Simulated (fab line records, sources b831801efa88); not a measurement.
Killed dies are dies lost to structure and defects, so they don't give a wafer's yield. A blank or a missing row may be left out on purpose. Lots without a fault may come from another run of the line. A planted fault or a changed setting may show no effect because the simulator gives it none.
fab line records | flow sky130
record lots=5 wafers=15 last_day=50
route steps=708 shown POLY_GATE@223 LDD_N@237
lots that met no fault: from a run of the same line without faults
start_h: hours from the record's first day to the start of the lot's first wafer shown | wait_h: hours since the lot's step before | " the same as in the row above | L1.1+2: a row that stands for several wafers | - no value, or no start given | * or withheld: withheld | < > ~ a bound
route shown NAME@n: a module of which the file shows steps, and the number in the route of the first | usual: mean/standard deviation of fault-free wafers | same: alike in all rows | chamber/n: place in a boat | sites: the reading at each site | _std_site: their standard deviation | _edge_site: outer sites' mean less inner sites' | radius_mm: how far each site lies from the wafer's centre | mask NAME#n: copy n | behind: the tool/chamber that last shaped the wafer | hold: why the lot was held/for how many hours/how that ended | device: the transistor (n, p or np) that didn't switch | end of line: the same wafers' tests at the end of the route | a step without rows: its recipe alone | killed: dies lost to structure and defects at the first sort, not the wafer's yield | map: a wafer's dies, x killed, . not, _ none there
set.NAME: the setting as run; set.NAME@STEP: as run at that earlier step | model.NAME: the simulator's own value behind a step, which no gauge read
lots at some steps of the route; a table a step, a row a wafer
services: from which hour (start_h, from the record's first day; less than 0 if before it) a tool's chamber was out of use, for how many hours, and why
## steps
# step SKY_POLY_GATE_SOFTBAKE_09
# recipe temp_c=100 time_s=90 resist=KrF-thick
# columns lot.wafer tool chamber start_h wait_h
L078.1+2+3 litho_track-03 0 - -
L080.1+2+6 litho_track-04 0 - -
L087.1+2+3 litho_track-03 0 - -
L091.1+2+4 litho_track-03 0 - -
L096.2+3+4 litho_track-01 0 - -
# step SKY_POLY_GATE_EXPOSE_10
# recipe mask_id=P1M na=0.68 source_shape=conventional sigma_outer=0.6 target_cd_nm=150 dose_mj=28
# columns lot.wafer tool chamber start_h wait_h mask
L078.1+2+3 krf_scanner-02 0 - - P1M#0
L080.1+2+6 krf_scanner-01 0 - - P1M#0
L087.1+2+3 krf_scanner-02 0 - - P1M#0
L091.1+2+4 krf_scanner-02 0 - - P1M#0
L096.2+3+4 krf_scanner-02 0 - - P1M#0
# step SKY_POLY_GATE_PEB_11
# recipe peb_temp_c=withheld peb_time_s=withheld resist=KrF-thick
# columns lot.wafer tool chamber start_h wait_h
L078.1+2+3 litho_track-04 0 - -
L080.1+2+6 litho_track-01 0 - -
L087.1+2+3 litho_track-04 0 - -
L091.1+2+4 litho_track-03 0 - -
L096.2+3+4 litho_track-04 0 - -
# step SKY_POLY_GATE_DEVELOP_12
# recipe develop_time_s=60 resist=KrF-thick dev_temp_c=21
# columns lot.wafer tool chamber start_h wait_h
L078.1+2+3 litho_track-04 0 - -
L080.1+2+6 litho_track-01 0 - -
L087.1+2+3 litho_track-04 0 - -
L091.1+2+4 litho_track-03 0 - -
L096.2+3+4 litho_track-04 0 - -
# step SKY_POLY_GATE_CD_MEAS_13
# recipe target_cd_nm=150
# usual cd_nm=149.7/1.5
# columns lot.wafer tool chamber start_h wait_h cd_nm
L078.1 cd_sem-02 - 402.33 - 146.5
L078.2 " - " " 149.3
L078.3 " - " " 146.8
L080.1 cd_sem-02 - 431.07 - 151.1
L080.2 " - " " 149.9
L080.6 " - " " 148.7
L087.1 cd_sem-01 - 492.43 - 148.8
L087.2 " - " " 149.4
L087.3 " - " " 148.8
L091.1 cd_sem-01 - 529.82 - 149.1
L091.2 " - " " 147.9
L091.4 " - " " 149.0
L096.2 cd_sem-01 - 565.05 - 151.0
L096.3 " - " " 150.0
L096.4 " - " " 149.7
# step SKY_POLY_GATE_OVL_MEAS_14
# usual POLY_GATE_OVL=1/4.3
# columns lot.wafer tool chamber start_h wait_h POLY_GATE_OVL[nm]
L078.1 overlay-02 - 402.45 0.1 -3
L078.2 " - " " -3
L078.3 " - " " 2
L080.1 overlay-01 - 431.19 0.1 7
L080.2 " - " " 5
L080.6 " - " " 8
L087.1 overlay-01 - 492.55 0.1 7
L087.2 " - " " 2
L087.3 " - " " 3
L091.1 overlay-02 - 529.94 0.1 1
L091.2 " - " " 0
L091.4 " - " " 3
L096.2 overlay-01 - 565.16 0.1 1
L096.3 " - " " -2
L096.4 " - " " -2
# step SKY_POLY_GATE_ETCH_15
# recipe chemistry=N2/H2 target=BARC ion_energy_ev=200 source_w=500 bias_w=100 pressure_mtorr=30 n2_flow_sccm=100 h2_flow_sccm=200 stop_on=SiO2 time_s=118.5 target_depth_a=1100
# usual drypump_motor_current_A=5.6/0.42 oes_product_au=0.717/0.0041 throttle_valve_pct=13.213/0.0087
# columns lot.wafer tool chamber start_h wait_h drypump_motor_current_A oes_product_au rf_hours_counter_h throttle_valve_pct
L078.1 rie_diel-04 1 402.49 0.0 6.2 0.718 58 13.221
L078.2 " 3 " " 5.1 0.718 8 13.210
L078.3 " 2 " " 5.2 0.715 9 13.225
L080.1 rie_diel-01 1 431.23 0.0 5.5 0.710 4 13.221
L080.2 " 0 " " 5.0 0.715 4 13.198
L080.6 " 0 " " 5.0 0.717 - 13.216
L087.1 rie_diel-02 0 492.59 0.0 5.7 0.717 28 13.197
L087.2 " 3 " " 5.3 0.719 30 13.201
L087.3 " 2 " " 6.2 0.713 40 13.212
L091.1 rie_diel-04 0 529.98 0.0 5.1 0.720 64 13.241
L091.2 " 1 " " 6.2 0.722 61 13.203
L091.4 " 2 " " 5.2 0.714 12 13.225
L096.2 rie_diel-02 1 565.19 0.0 5.8 0.718 72 13.215
L096.3 " 3 " " 5.4 0.718 31 13.215
L096.4 " 0 " " 5.8 0.716 30 13.215
# step SKY_POLY_GATE_ETCH_16
# recipe stop_on=poly-Si chemistry=CH3F/O2 target=Si3N4 source_w=400 bias_w=80 pressure_mtorr=25 ch3f_flow_sccm=40 O2_flow_sccm=30 time_s=147.5 target_depth_a=750
# usual drypump_motor_current_A=5.6/0.41 oes_product_au=0.641/0.005 throttle_valve_pct=10.535/0.009
# columns lot.wafer tool chamber start_h wait_h drypump_motor_current_A oes_product_au rf_hours_counter_h throttle_valve_pct
L078.1 rie_diel-04 1 402.57 0.0 6.1 0.628 58 10.535
L078.2 " 3 " " 5.1 0.634 8 10.529
L078.3 " 2 " " 5.2 0.630 9 10.534
L080.1 rie_diel-01 1 431.31 0.0 5.5 0.648 4 10.542
L080.2 " 0 " " 4.9 0.643 4 10.535
L080.6 " 0 " " 4.9 0.640 - 10.529
L087.1 rie_diel-02 0 492.67 0.0 5.7 0.640 28 10.519
L087.2 " 3 " " 5.3 0.640 30 10.531
L087.3 " 2 " " 6.2 0.641 40 10.537
L091.1 rie_diel-04 0 530.06 0.0 5.1 0.640 64 10.531
L091.2 " 1 " " 6.2 0.642 61 10.541
L091.4 " 2 " " 5.2 0.646 12 10.535
L096.2 rie_diel-02 1 565.27 0.0 5.8 0.643 72 10.542
L096.3 " 3 " " 5.3 0.646 31 10.550
L096.4 " 0 " " 5.7 0.646 30 10.526
# step SKY_POLY_GATE_ETCH_17
# recipe target_depth_nm=180 stop_on=SiO2 over_etch_frac=0.56667 chemistry=HBr/Cl2 target=poly-Si icp_w=400 bias_w=100 pressure_mtorr=10 HBr_flow_sccm=150 Cl2_flow_sccm=50 time_s=70.5
# usual drypump_motor_current_A=5.7/0.46 oes_product_au=0.989/0.0081 throttle_valve_pct=33.684/0.0087
# columns lot.wafer tool chamber start_h wait_h drypump_motor_current_A oes_product_au rf_hours_counter_h throttle_valve_pct
L078.1 rie_si-01 1 402.67 0.0 5.8 1.007 3 33.695
L078.2 " 0 " " 5.5 0.993 3 33.675
L078.3 " 2 " " 6.5 1.002 20 33.699
L080.1 rie_si-01 3 431.41 0.0 5.4 0.988 6 33.678
L080.2 " 0 " " 5.6 0.983 3 33.679
L080.6 " 0 " " 5.6 0.979 - 33.693
L087.1 rie_si-02 3 492.77 0.0 4.9 0.977 2 33.674
L087.2 " 0 " " 5.9 0.987 3 33.671
L087.3 " 2 " " 5.6 0.981 4 33.670
L091.1 rie_si-01 2 530.16 0.0 6.5 0.985 20 33.687
L091.2 " 0 " " 5.6 0.987 4 33.683
L091.4 " 1 " " 5.8 0.988 3 33.678
L096.2 rie_si-02 2 565.37 0.0 5.5 0.992 4 33.679
L096.3 " 0 " " 5.9 0.989 3 33.674
L096.4 " 3 " " 4.9 0.992 2 33.682
# step SKY_POLY_GATE_STRIP_18
# recipe chemistry=O2/N2 power_w=1400 pressure_mtorr=1500 platen_temp_c=withheld o2_flow_sccm=3000 n2_flow_sccm=300 overash_fraction=0.5
# usual drypump_motor_current_A=5.9/0.52 oes_product_au=0.360/0.0051 strip_time_to_endpoint_s=3.14/0.058
# same overash_fraction=0.5
# columns lot.wafer tool chamber start_h wait_h drypump_motor_current_A oes_product_au rf_hours_counter_h strip_time_to_endpoint_s
L078.1 plasma_asher-04 0 402.73 0.0 6.8 0.359 59 3.19
L078.2 " 1 " " 5.2 0.363 59 3.19
L078.3 " 1 " " 5.2 0.363 - 3.06
L080.1 plasma_asher-03 0 431.47 0.0 5.8 0.362 72 3.15
L080.2 " 1 " " 5.3 0.360 72 3.11
L080.6 " 0 " " 5.8 0.353 - 3.08
L087.1 plasma_asher-04 1 492.83 0.0 5.3 0.371 69 3.28
L087.2 " 0 " " 6.8 0.362 69 3.11
L087.3 " 1 " " 5.3 0.354 - 3.09
L091.1 plasma_asher-03 0 530.21 0.0 5.9 0.349 82 3.02
L091.2 " 1 " " 5.3 0.359 82 3.17
L091.4 " 0 " " 5.8 0.362 - 3.08
L096.2 plasma_asher-04 0 565.43 0.0 6.8 0.363 76 3.15
L096.3 " 0 " " 6.8 0.362 - 3.12
L096.4 " 1 " " 5.3 0.364 - 3.24
# step SKY_POLY_GATE_CLEAN_19
# recipe chemistry=SC1/SC2 mix=1:4:20 temp_c=70 time_s=150 dry=n2_spin
# usual bath_guard_temp_C=70.0/0.66 bath_heat_duty_pct=13.0/1.5
# columns lot.wafer tool chamber start_h wait_h bath_guard_temp_C bath_heat_duty_pct
L078.1 wet_bench-04 3 402.83 0.1 69.5 13.4
L078.2 " 3 " " 69.7 12.5
L078.3 " 3 " " 70.0 12.7
L080.1 wet_bench-04 0 431.57 0.1 69.1 13.3
L080.2 " 0 " " 68.7 14.6
L080.6 " 0 " " 68.6 14.1
L087.1 wet_bench-02 2 492.93 0.1 70.0 11.6
L087.2 " 2 " " 70.2 12.5
L087.3 " 2 " " 70.6 11.2
L091.1 wet_bench-02 2 530.31 0.1 70.2 11.6
L091.2 " 2 " " 70.3 11.2
L091.4 " 2 " " 70.4 10.8
L096.2 wet_bench-02 3 565.53 0.1 69.7 13.0
L096.3 " 3 " " 69.4 14.0
L096.4 " 3 " " 69.6 14.4
# step SKY_POLY_GATE_OXIDATION_20
# recipe temp_c=850 ambient=O2 stabilise_s=600 purge_s=300 target_thk_a=40 ox_time_s=899
# columns lot.wafer tool chamber start_h wait_h
L078.1+2+3 furnace-02 0 403.81 0.9
L080.1+2+6 furnace-02 0 433.03 1.4
L087.1+2+3 furnace-02 0 492.98 0.0
L091.1+2+4 furnace-02 0 530.37 0.0
L096.2+3+4 furnace-02 0 565.58 0.0
# step SKY_POLY_GATE_THK_MEAS_21
# recipe reads=SiO2_of_POLY_GATE_OXIDATION_20
# usual POLY_GATE_OXIDATION_THK=4.00/0.079
# columns lot.wafer tool chamber start_h wait_h POLY_GATE_OXIDATION_THK[nm]
L078.1 film_metro-01 - 405.06 0.0 4.01
L078.2 " - " " 4.11
L078.3 " - " " 4.02
L080.1 film_metro-01 - 434.28 0.0 4.03
L080.2 " - " " 4.02
L080.6 " - " " 3.98
L087.1 film_metro-03 - 494.23 0.0 4.05
L087.2 " - " " 4.07
L087.3 " - " " 4.05
L091.1 film_metro-03 - 531.62 0.0 4.11
L091.2 " - " " 4.06
L091.4 " - " " 4.16
L096.2 film_metro-04 - 566.84 0.0 3.98
L096.3 " - " " 4.09
L096.4 " - " " 4.04
# step SKY_POLY_GATE_CD_MEAS_22
# usual cd_nm=151/3.4
# columns lot.wafer tool chamber start_h wait_h cd_nm
L078.1 cd_sem-01 - 405.12 0.1 146
L078.2 " - " " 147
L078.3 " - " " 150
L080.1 cd_sem-01 - 434.34 0.1 148
L080.2 " - " " 151
L080.6 " - " " 151
L087.1 cd_sem-02 - 494.29 0.1 149
L087.2 " - " " 154
L087.3 " - " " 151
L091.1 cd_sem-01 - 531.68 0.1 144
L091.2 " - " " 152
L091.4 " - " " 149
L096.2 cd_sem-02 - 566.92 0.1 155
L096.3 " - " " 154
L096.4 " - " " 151
# step SKY_LDD_N_DEHYDRATE_00
# recipe temp_c=200 time_s=60
# columns lot.wafer tool chamber start_h wait_h
L078.1+2+3 litho_track-01 0 418.87 13.7
L080.1+2+6 litho_track-02 0 448.58 14.2
L087.1+2+3 litho_track-04 0 509.08 14.8
L091.1+2+4 litho_track-01 0 544.52 12.8
L096.2+3+4 litho_track-02 0 580.45 13.5
# step SKY_LDD_N_HMDS_01
# recipe prime_time_s=60 prime_temp_c=120
# columns lot.wafer tool chamber start_h wait_h
L078.1+2+3 litho_track-01 0 419.02 0.1
L080.1+2+6 litho_track-02 0 448.73 0.1
L087.1+2+3 litho_track-04 0 509.23 0.1
L091.1+2+4 litho_track-01 0 544.67 0.1
L096.2+3+4 litho_track-02 0 580.60 0.1
# step SKY_LDD_N_COAT_02
# recipe resist=NOVOLAK spin_rpm=3000 resist_thk_nm=300
# columns lot.wafer tool chamber start_h wait_h
L078.1+2+3 litho_track-01 0 419.17 0.1
L080.1+2+6 litho_track-02 0 448.88 0.1
L087.1+2+3 litho_track-04 0 509.38 0.1
L091.1+2+4 litho_track-01 0 544.82 0.1
L096.2+3+4 litho_track-02 0 580.75 0.1
# step SKY_LDD_N_SOFTBAKE_03
# recipe temp_c=90 time_s=60 resist=NOVOLAK
# columns lot.wafer tool chamber start_h wait_h
L078.1+2+3 litho_track-01 0 419.32 0.1
L080.1+2+6 litho_track-02 0 449.03 0.1
L087.1+2+3 litho_track-04 0 509.53 0.1
L091.1+2+4 litho_track-01 0 544.97 0.1
L096.2+3+4 litho_track-02 0 580.90 0.1
# step SKY_LDD_N_EXPOSE_04
# recipe mask_id=NTM target_cd_nm=840 na=0.6 source_shape=conventional sigma_outer=0.6 dose_mj=110
# columns lot.wafer tool chamber start_h wait_h mask
L078.1+2+3 iline_stepper-01 0 - - NTM#0
L080.1+2+6 iline_stepper-01 0 - - NTM#0
L087.1+2+3 iline_stepper-02 0 - - NTM#0
L091.1+2+4 iline_stepper-02 0 - - NTM#0
L096.2+3+4 iline_stepper-01 0 - - NTM#0
# step SKY_LDD_N_PEB_05
# recipe temp_c=withheld time_s=* resist=NOVOLAK
# columns lot.wafer tool chamber start_h wait_h
L078.1+2+3 litho_track-04 0 - -
L080.1+2+6 litho_track-02 0 - -
L087.1+2+3 litho_track-02 0 - -
L091.1+2+4 litho_track-04 0 - -
L096.2+3+4 litho_track-02 0 - -
# step SKY_LDD_N_DEVELOP_06
# recipe develop_time_s=60 dev_temp_c=23
# columns lot.wafer tool chamber start_h wait_h
L078.1+2+3 litho_track-04 0 434.13 0.1
L080.1+2+6 litho_track-02 0 465.08 0.1
L087.1+2+3 litho_track-02 0 525.08 0.1
L091.1+2+4 litho_track-04 0 559.73 0.1
L096.2+3+4 litho_track-02 0 594.55 0.1
# step SKY_LDD_N_OVL_MEAS_07
# usual LDD_N_OVL=0.6/1.6
# columns lot.wafer tool chamber start_h wait_h LDD_N_OVL[nm]
L078.1 overlay-01 - 434.28 0.1 1.9
L078.2 " - " " 1.1
L078.3 " - " " 3.0
L080.1 overlay-01 - 465.23 0.1 1.3
L080.2 " - " " 0.0
L080.6 " - " " -0.3
L087.1 overlay-02 - 525.23 0.1 -1.2
L087.2 " - " " -1.2
L087.3 " - " " -0.6
L091.1 overlay-02 - 559.88 0.1 -2.1
L091.2 " - " " -2.3
L091.4 " - " " -2.0
L096.2 overlay-02 - 594.68 0.1 0.9
L096.3 " - " " -1.9
L096.4 " - " " -2.8
# step SKY_LDD_N_IMPLANT_08
# recipe species=As energy_kev=20 dose_cm2=7.5e+13 tilt_deg=withheld rotation_deg=23
# usual beam_energy_keV=20.001/0.0056
# columns lot.wafer tool chamber start_h wait_h beam_energy_keV
L078.1 implanter-01 0 434.32 0.0 20.000
L078.2 " 0 " " 20.002
L078.3 " 0 " " 19.998
L080.1 implanter-03 0 465.27 0.0 20.001
L080.2 " 0 " " 19.996
L080.6 " 0 " " 20.001
L087.1 implanter-03 0 525.26 0.0 19.991
L087.2 " 0 " " 19.992
L087.3 " 0 " " 20.003
L091.1 implanter-01 0 559.92 0.0 20.002
L091.2 " 0 " " 20.004
L091.4 " 0 " " 19.998
L096.2 implanter-01 0 594.74 0.0 19.994
L096.3 " 0 " " 20.002
L096.4 " 0 " " 19.993
# step SKY_LDD_N_IMPLANT_09
# recipe species=As energy_kev=20 dose_cm2=7.5e+13 tilt_deg=withheld rotation_deg=113
# usual beam_energy_keV=19.999/0.0057
# columns lot.wafer tool chamber start_h wait_h beam_energy_keV
L078.1 implanter-01 0 434.47 0.1 19.998
L078.2 " 0 " " 20.004
L078.3 " 0 " " 20.008
L080.1 implanter-03 0 465.42 0.1 19.992
L080.2 " 0 " " 19.996
L080.6 " 0 " " 19.992
L087.1 implanter-03 0 525.41 0.1 20.002
L087.2 " 0 " " 20.008
L087.3 " 0 " " 19.995
L091.1 implanter-01 0 560.07 0.1 19.992
L091.2 " 0 " " 19.995
L091.4 " 0 " " 19.993
L096.2 implanter-01 0 594.89 0.1 19.998
L096.3 " 0 " " 20.005
L096.4 " 0 " " 20.013
# step SKY_LDD_N_IMPLANT_10
# recipe species=As energy_kev=20 dose_cm2=7.5e+13 tilt_deg=withheld rotation_deg=203
# usual beam_energy_keV=20.000/0.0061
# columns lot.wafer tool chamber start_h wait_h beam_energy_keV
L078.1 implanter-01 0 434.62 0.1 20.005
L078.2 " 0 " " 20.001
L078.3 " 0 " " 20.001
L080.1 implanter-03 0 465.57 0.1 20.000
L080.2 " 0 " " 19.997
L080.6 " 0 " " 19.992
L087.1 implanter-03 0 525.56 0.1 20.001
L087.2 " 0 " " 19.994
L087.3 " 0 " " 19.995
L091.1 implanter-01 0 560.22 0.1 19.998
L091.2 " 0 " " 19.996
L091.4 " 0 " " 20.002
L096.2 implanter-01 0 595.04 0.1 19.999
L096.3 " 0 " " 20.005
L096.4 " 0 " " 20.006
# step SKY_LDD_N_IMPLANT_11
# recipe species=As energy_kev=20 dose_cm2=7.5e+13 tilt_deg=withheld rotation_deg=293
# usual beam_energy_keV=19.999/0.0061
# columns lot.wafer tool chamber start_h wait_h beam_energy_keV
L078.1 implanter-01 0 434.77 0.1 19.999
L078.2 " 0 " " 20.001
L078.3 " 0 " " 20.003
L080.1 implanter-03 0 465.72 0.1 20.003
L080.2 " 0 " " 20.014
L080.6 " 0 " " 19.989
L087.1 implanter-03 0 525.71 0.1 19.997
L087.2 " 0 " " 19.996
L087.3 " 0 " " 19.998
L091.1 implanter-01 0 560.37 0.1 19.997
L091.2 " 0 " " 19.996
L091.4 " 0 " " 20.004
L096.2 implanter-01 0 595.19 0.1 19.989
L096.3 " 0 " " 19.996
L096.4 " 0 " " 19.998
# step SKY_LDD_N_IMPLANT_12
# recipe species=BF2 energy_kev=50 dose_cm2=5e+12 tilt_deg=30 rotation_deg=0
# usual beam_energy_keV=50.002/0.014
# columns lot.wafer tool chamber start_h wait_h beam_energy_keV
L078.1 implanter-01 0 434.92 0.1 49.987
L078.2 " 0 " " 49.998
L078.3 " 0 " " 49.988
L080.1 implanter-03 0 465.87 0.1 49.999
L080.2 " 0 " " 50.012
L080.6 " 0 " " 49.983
L087.1 implanter-03 0 525.86 0.1 49.991
L087.2 " 0 " " 49.997
L087.3 " 0 " " 49.979
L091.1 implanter-01 0 560.52 0.1 49.977
L091.2 " 0 " " 50.005
L091.4 " 0 " " 49.984
L096.2 implanter-01 0 595.34 0.1 50.004
L096.3 " 0 " " 50.020
L096.4 " 0 " " 50.007
# step SKY_LDD_N_IMPLANT_13
# recipe species=BF2 energy_kev=50 dose_cm2=5e+12 tilt_deg=30 rotation_deg=90
# usual beam_energy_keV=49.997/0.013
# columns lot.wafer tool chamber start_h wait_h beam_energy_keV
L078.1 implanter-01 0 435.07 0.1 50.000
L078.2 " 0 " " 50.000
L078.3 " 0 " " 50.011
L080.1 implanter-03 0 466.02 0.1 49.981
L080.2 " 0 " " 49.994
L080.6 " 0 " " 49.984
L087.1 implanter-03 0 526.01 0.1 50.013
L087.2 " 0 " " 50.016
L087.3 " 0 " " 49.995
L091.1 implanter-01 0 560.67 0.1 49.985
L091.2 " 0 " " 49.987
L091.4 " 0 " " 49.964
L096.2 implanter-01 0 595.49 0.1 50.020
L096.3 " 0 " " 49.992
L096.4 " 0 " " 49.985
## services
# columns tool chamber start_h hours kind
krf_scanner-02 - 365.17 1.3 pm
implanter-01 - 385.71 2.5 repair
rie_diel-04 0 391.93 23.5 repair
krf_scanner-02 - 395.17 1.0 pm
implanter-01 - 399.68 3.1 pm
furnace-02 - 405.06 2.7 pm
implanter-03 - 415.68 1.4 repair
rie_diel-04 0 420.48 13.2 repair
rie_diel-02 3 427.07 5.1 repair
krf_scanner-02 - 438.99 4.0 pm
implanter-01 - 442.33 9.2 repair
rie_diel-04 1 442.87 7.0 repair
krf_scanner-02 - 455.50 4.4 pm
implanter-03 - 466.57 2.0 repair
implanter-03 - 470.46 4.5 pm
rie_diel-02 0 479.63 3.1 repair
furnace-02 - 484.46 3.0 pm
rie_diel-02 3 493.45 3.9 repair
implanter-01 - 501.31 1.6 repair
krf_scanner-02 - 507.29 0.8 pm
rie_diel-04 3 531.85 5.6 repair
implanter-03 - 566.98 8.6 pm
implanter-03 - 577.95 3.3 pm
implanter-01 - 590.90 3.7 repair
## key
fault none
